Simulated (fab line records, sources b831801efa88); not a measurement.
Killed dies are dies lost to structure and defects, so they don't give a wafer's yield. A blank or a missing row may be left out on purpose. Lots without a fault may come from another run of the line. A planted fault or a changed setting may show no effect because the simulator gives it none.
A struck lot beside a sound one | flow sfq_line | 43 steps out of a route of 325
Sound: wafers L661.4, L661.5, L661.6. Struck: wafers L678.1, L678.4. The cause comes at the end.
At each step with rows: each side's tool, then ch and its chambers, then its first start. Under that, the readings that differ: sound wafers | struck wafers | difference of the means | sigmas: that difference in standard deviations of wafers without a fault.
alike: readings whose means differ by less than 2 such deviations, and words and numbers that are the same on both sides. not compared: withheld readings, readings that some wafer has no value for, bounds like >300 that may hide the same value, and numbers for which the record gives no deviation and whose values overlap.
The two part at a step that has a row with sigmas, a row that says differs or no value, or rows on one side only. Numbers that don't overlap but have no deviation are shown without sigmas and don't part them. A reading that every wafer of one side lacks parts them only if that side has two wafers or more.

first, 6 steps without rows for these wafers: SFQ_TRILAYER_M4_LITHO_COAT_098 (resist thk 62 nm); SFQ_TRILAYER_M4_LITHO_COAT_093 (resist thk 600 nm); SFQ_TRILAYER_M4_LITHO_SOFTBAKE_097; SFQ_TRILAYER_M4_LITHO_EXPOSE_094 (exposes mask M4, target cd 500 nm); SFQ_TRILAYER_M4_LITHO_PEB_096 (peb time 60 s); SFQ_TRILAYER_M4_LITHO_DEVELOP_095 (time 60 s).
SFQ_M4_OVL_MEAS_926:
  sound on overlay-01, day 41 10:02; struck on overlay-01, day 50 06:58
  alike: M4_OVL
then, 1 step without rows for these wafers: SFQ_TRILAYER_M4_BARC_OPEN_METAL_ETCH_123 (etches BARC in O2, target depth 125 nm, time 41.7 s).
SFQ_TRILAYER_M4_ETCH_METAL_ETCH_096: etches Nb in Cl2/Ar, stops on SiO2, target depth 240 nm, time 120 s.
  sound on rie_metal-01 ch 0,1, day 41 10:09; struck on rie_metal-03 ch 0,1, day 50 07:03
  alike: drypump_motor_current_A, oes_product_au
  not compared: rf_hours_counter_h
then, 3 steps without rows for these wafers: SFQ_TRILAYER_M4_STRIP_STRIP_097 (strips in O2); SFQ_TRILAYER_M4_STRIP_SOLV_CLEAN_098 (cleans in NMP, time 600 s); SFQ_TRILAYER_I4_DEP_PECVD_099 (deposits SiO2 from SiH4/N2O, time 111.11 s, target thk 500 nm).
SFQ_TRILAYER_I4_CMP_CMP_100: polishes SiO2.
  sound on cmp-01 ch 0,1, day 41 13:29; struck on cmp-02 ch 0,3, day 50 16:56
  reading                                             | sound             | struck      | difference | sigmas
  time_to_endpoint_s (s)                              | 210 214 206       | 279 289     | +74        | +12
  model.SiO2_of_TRILAYER_I4_DEP_PECVD_099.thk_nm (nm) | 199.9 199.7 198.8 | 305.1 308.4 | +107.3     |
  alike: edge_zone_pressure_frac, motor_current_A
SFQ_I4_BOW_MEAS_927:
  sound on film_metro-04, day 41 16:03; struck on film_metro-03, day 50 21:16
  reading     | sound  | struck | difference                    | sigmas
  I4_BOW (um) | -3 0 2 | - -    | no value on the struck wafers |
SFQ_TRILAYER_I4_METRO_MEASURE_101:
  sound on film_metro-04, day 41 16:43; struck on film_metro-03, day 51 03:16
  reading     | sound             | struck      | difference | sigmas
  thk_nm (nm) | 200.0 199.8 198.8 | 305.3 308.4 | +107.3     | +99 or more
then, 6 steps without rows for these wafers: SFQ_TRILAYER_I4_VIA_LITHO_COAT_108 (resist thk 62 nm); SFQ_TRILAYER_I4_VIA_LITHO_COAT_103 (resist thk 650 nm); SFQ_TRILAYER_I4_VIA_LITHO_SOFTBAKE_107; SFQ_TRILAYER_I4_VIA_LITHO_EXPOSE_104 (exposes mask I4, target cd 700 nm); SFQ_TRILAYER_I4_VIA_LITHO_PEB_106 (peb time 60 s); SFQ_TRILAYER_I4_VIA_LITHO_DEVELOP_105 (time 60 s).
-- the record jumps here: 5 days lie between the struck wafers' starts before and after --
SFQ_I4_OVL_MEAS_928:
  sound on overlay-02, day 47 10:30; struck on overlay-02, day 56 00:03
  alike: I4_OVL
SFQ_TRILAYER_I4_VIA_BARC_OPEN_VIA_ETCH_146: etches BARC in O2, target depth 125 nm, time 41.7 s.
  sound on rie_diel-02 ch 0,2,3, day 47 10:31; struck on rie_diel-03 ch 1,2, day 56 00:05
  alike: drypump_motor_current_A, oes_product_au
  not compared: rf_hours_counter_h
SFQ_TRILAYER_I4_VIA_ETCH_VIA_ETCH_106: etches SiO2 in CHF3, stops on Nb, target depth 260 nm.
  sound on rie_diel-02 ch 0,2,3, day 47 10:34; struck on rie_diel-03 ch 1,2, day 56 00:07
  reading                        | sound             | struck      | difference | sigmas
  oes_product_au (a.u.)          | 0.860 0.858 0.852 | 0.990 1.004 | +0.140     | +27
  model.etch.depth_nm (nm)       | 199.9 199.7 198.8 | 256.8 261.7 | +59.8      |
  model.I4.feature_depth_nm (nm) | 199.9 199.7 198.8 | 256.8 261.7 | +59.8      |
  alike: drypump_motor_current_A
SFQ_TRILAYER_I4_VIA_STRIP_STRIP_107: strips in O2.
  sound on rie_metal-04 ch 0,1, day 47 10:52; struck on rie_metal-03 ch 0,1, day 56 00:14
  alike: drypump_motor_current_A, oes_product_au
  not compared: rf_hours_counter_h
then, 3 steps without rows for these wafers: SFQ_TRILAYER_I4_VIA_STRIP_SOLV_CLEAN_108 (cleans in NMP, time 600 s); SFQ_TRILAYER_JJ_TRILAYER_DEP_PRE_CLEAN_113 (time 22.5 s); SFQ_TRILAYER_JJ_TRILAYER_DEP_SPUTTER_109 (material Nb, target thk 150 nm, time 100 s).
SFQ_TRILAYER_JJ_TRILAYER_DEP_SPUTTER_110: material Al, target thk 8 nm, time 10 s.
  sound on pvd_sputter-04, day 47 11:35; struck on pvd_sputter-04, day 56 01:08
  alike: throttle_valve_pct
then, 1 step without rows for these wafers: SFQ_TRILAYER_JJ_TRILAYER_DEP_AL_OXIDATION_111 (oxidation time 600 s).
SFQ_TRILAYER_JJ_TRILAYER_DEP_SPUTTER_112: material Nb, target thk 170 nm, time 113.3 s.
  sound on pvd_sputter-04, day 47 12:38; struck on pvd_sputter-04, day 56 02:09
  alike: substrate_temp_c, throttle_valve_pct
SFQ_JJ_RS_MEAS_929: measures by four-point-probe.
  sound on film_metro-03, day 47 12:44; struck on film_metro-02, day 56 02:14
  alike: JJ_NB_RS
then, 6 steps without rows for these wafers: SFQ_TRILAYER_JJ_CE_LITHO_COAT_119 (resist thk 62 nm); SFQ_TRILAYER_JJ_CE_LITHO_COAT_114 (resist thk 600 nm); SFQ_TRILAYER_JJ_CE_LITHO_SOFTBAKE_118; SFQ_TRILAYER_JJ_CE_LITHO_EXPOSE_115 (exposes mask J5, target cd 700 nm); SFQ_TRILAYER_JJ_CE_LITHO_PEB_117 (peb time 60 s); SFQ_TRILAYER_JJ_CE_LITHO_DEVELOP_116 (time 60 s).
-- the record jumps here: 5 days lie between the struck wafers' starts before and after --
SFQ_JJ_OVL_MEAS_931:
  sound on overlay-01, day 53 08:42; struck on overlay-01, day 60 23:43
  alike: J5_OVL
then, 2 steps without rows for these wafers: SFQ_TRILAYER_JJ_CE_METRO_MEASURE_117; SFQ_TRILAYER_JJ_CE_BARC_OPEN_RIE_150 (chemistry O2, target BARC, target depth 240 nm, time 80 s).
-- the record jumps here: 5 days lie between the struck wafers' starts before and after --
SFQ_TRILAYER_M5_ETCH_METAL_ETCH_126: etches Nb in Cl2/BCl3, stops on SiO2, time 203.2 s, target depth 265 nm.
  sound on rie_metal-02 ch 0,1, day 58 09:29; struck on rie_metal-01 ch 0, day 65 13:11
  reading                                             | sound             | struck      | difference | sigmas
  model.SiO2_of_TRILAYER_I4_DEP_PECVD_099.thk_nm (nm) | 180.2 180.1 179.1 | 285.3 288.5 | +107.1     |
  alike: drypump_motor_current_A, oes_product_au
  not compared: rf_hours_counter_h
-- the record jumps here: 18 days lie between the struck wafers' starts before and after --
SFQ_M8_BOW_MEAS_951:
  sound on film_metro-01, day 72 05:56; struck on film_metro-01, day 83 08:01
  reading                 | sound             | struck      | difference | sigmas
  M8_BOW (um)             | -3 0 2            | 24 41       | +33        | +3
  model.etest.i4.link_ohm | 2.161 2.163 2.178 | 1e+06 1e+06 | +1e+06     |

WHERE THEY PART
First at SFQ_TRILAYER_I4_CMP_CMP_100; last, within this record, at SFQ_M8_BOW_MEAS_951.

WHY: what the simulator had put in
Process parameter drift: cmp-02, from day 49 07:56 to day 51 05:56, at SFQ_TRILAYER_I4_CMP_CMP_100. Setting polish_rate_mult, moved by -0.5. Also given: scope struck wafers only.
